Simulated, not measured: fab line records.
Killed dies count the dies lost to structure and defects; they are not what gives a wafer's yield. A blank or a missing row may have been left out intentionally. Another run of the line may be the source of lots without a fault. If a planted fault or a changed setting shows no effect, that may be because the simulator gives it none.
Chamber matching / flow sky130 / 4 sister chambers for SKY_VIA2_CMP_02 on cmp-02
The step polishes SiO2. 4 wafers are shown with their chamber, then 12 later ones without.

EACH WAFER AND ITS CHAMBER
wafer=L085.1; chamber=0; motor current A (A)=12.6
wafer=L087.4; chamber=3; motor current A (A)=14.0
wafer=L087.5; chamber=1; motor current A (A)=11.6
wafer=L087.6; chamber=2; motor current A (A)=12.3

WAFERS MISSING THEIR CHAMBER
wafer=L086.2; motor current A (A)=14.3
wafer=L086.4; motor current A (A)=11.8
wafer=L086.6; motor current A (A)=11.7
wafer=L089.1; motor current A (A)=12.9
wafer=L089.3; motor current A (A)=12.7
wafer=L089.4; motor current A (A)=11.4
wafer=L090.1; motor current A (A)=14.8
wafer=L090.4; motor current A (A)=12.3
wafer=L090.6; motor current A (A)=11.6
wafer=L091.3; motor current A (A)=13.9
wafer=L091.5; motor current A (A)=11.7
wafer=L091.6; motor current A (A)=13.2

THE CHAMBER EACH PASSED THROUGH
wafer=L086.2; from the rows above=3; in truth=3
wafer=L086.4; from the rows above=can't be placed: 1 or 2 or 0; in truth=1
wafer=L086.6; from the rows above=can't be placed: 1 or 2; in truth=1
wafer=L089.1; from the rows above=can't be placed: 0 or 2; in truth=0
wafer=L089.3; from the rows above=can't be placed: 0 or 2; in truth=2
wafer=L089.4; from the rows above=1; in truth=1
wafer=L090.1; from the rows above=3; in truth=3
wafer=L090.4; from the rows above=can't be placed: 2 or 0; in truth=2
wafer=L090.6; from the rows above=1; in truth=1
wafer=L091.3; from the rows above=3; in truth=3
wafer=L091.5; from the rows above=can't be placed: 1 or 2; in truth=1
wafer=L091.6; from the rows above=can't be placed: 0 or 3 or 2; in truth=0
Placed correctly: 5 of 12. These rows do not allow placing 7 (true chamber among the candidates in 7). Placed wrongly: 0.
How it was worked out, from the rows above alone: a wafer's distance from a chamber is the root of the sum, over the readings, of the square of ((its reading less the chamber's mean) divided by the reading's scatter). The wafer belongs to the nearest chamber; if the next one is less than 2 further off, it can't be placed. A chamber's mean is the mean of its shown wafers. The scatter: with one shown wafer a chamber, the root of the mean of the squares of how far each hidden wafer lies from its nearest shown one.
